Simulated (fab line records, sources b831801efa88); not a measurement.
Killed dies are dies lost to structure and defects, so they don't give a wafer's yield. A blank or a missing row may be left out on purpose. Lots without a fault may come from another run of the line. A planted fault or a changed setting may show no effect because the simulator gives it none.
Which tool did it? | flow gf180mcu | 11 lots, 33 wafers sampled, at 2 steps of a route of 602

WHAT THE GAUGES READ, wafer by wafer
GF_M1_RS_MEAS_05: measures by four-point-probe.
lot  | measured     | on            | M1_ALCU_RS (ohm/sq)
L129 | day 16 22:36 | film_metro-01 | 0.0695 0.0702 0.0686
L131 | day 17 22:26 | film_metro-02 | 0.0695 0.0702 0.0701
L135 | day 19 12:05 | film_metro-02 | 0.0685 0.0691 0.0692
L136 | day 20 05:10 | film_metro-04 | 0.0683 0.0689 0.0674
L138 | day 20 12:59 | film_metro-04 | 0.0698 0.0705 0.0699
L139 | day 20 19:40 | film_metro-01 | 0.0828 0.0837 0.0820
L141 | day 21 15:17 | film_metro-02 | 0.0838 0.0820 0.0825
L142 | day 21 22:25 | film_metro-02 | 0.0692 0.0682 0.0689
L148 | day 23 19:02 | film_metro-02 | 0.0703 0.0692 0.0707
L149 | day 24 03:53 | film_metro-02 | 0.0697 0.0687 0.0690
L150 | day 24 10:39 | film_metro-02 | 0.0695 0.0689 0.0694

WHICH TOOL RAN EACH LOT (tool, then ch and the chambers of the sampled wafers, then the start)
lot  | GF_M1_SPUTTER_02
L129 | pvd_sputter-04, day 16 22:27
L131 | pvd_sputter-01, day 17 22:21
L135 | pvd_sputter-03, day 19 11:59
L136 | pvd_sputter-04, day 20 05:04
L138 | pvd_sputter-04, day 20 12:51
L139 | pvd_sputter-04, day 20 19:34
L141 | pvd_sputter-04, day 21 15:08
L142 | pvd_sputter-01, day 21 22:17
L148 | pvd_sputter-04, day 23 18:53
L149 | pvd_sputter-04, day 24 03:45
L150 | pvd_sputter-01, day 24 10:32
- GF_M1_SPUTTER_02: material AlCu, target thk 450 nm, time 23.9 s.

THE ANSWER, worked out from the rows above alone
Rule: what is usual is taken from the lots themselves. Put in order of their means at a reading, lots are off if they are a third of the lots or fewer, leave a main group of 4 or more, and stand apart from it by a gap of 3 or more times the standard deviation of the main group's means; of several such gaps the widest counts. A main group whose means are all the same, to the digits that the tables above print for the reading, isn't used. A lot without any number at a reading at which 4 lots or more have one is off too. The other lots that the step has rows for count as sound.
Off: L139, L141, at GF_M1_RS_MEAS_05 (M1_ALCU_RS). The main group: mean 0.0693 ohm/sq, standard deviation 0.0006.
A tool fits if, at a process step before that reading, it ran every lot that is off, and no sound lot after the first of them. The gauges at GF_M1_RS_MEAS_05 are tried like those tools. None of those tried fits.

WHAT THE SIMULATOR HAD PUT IN
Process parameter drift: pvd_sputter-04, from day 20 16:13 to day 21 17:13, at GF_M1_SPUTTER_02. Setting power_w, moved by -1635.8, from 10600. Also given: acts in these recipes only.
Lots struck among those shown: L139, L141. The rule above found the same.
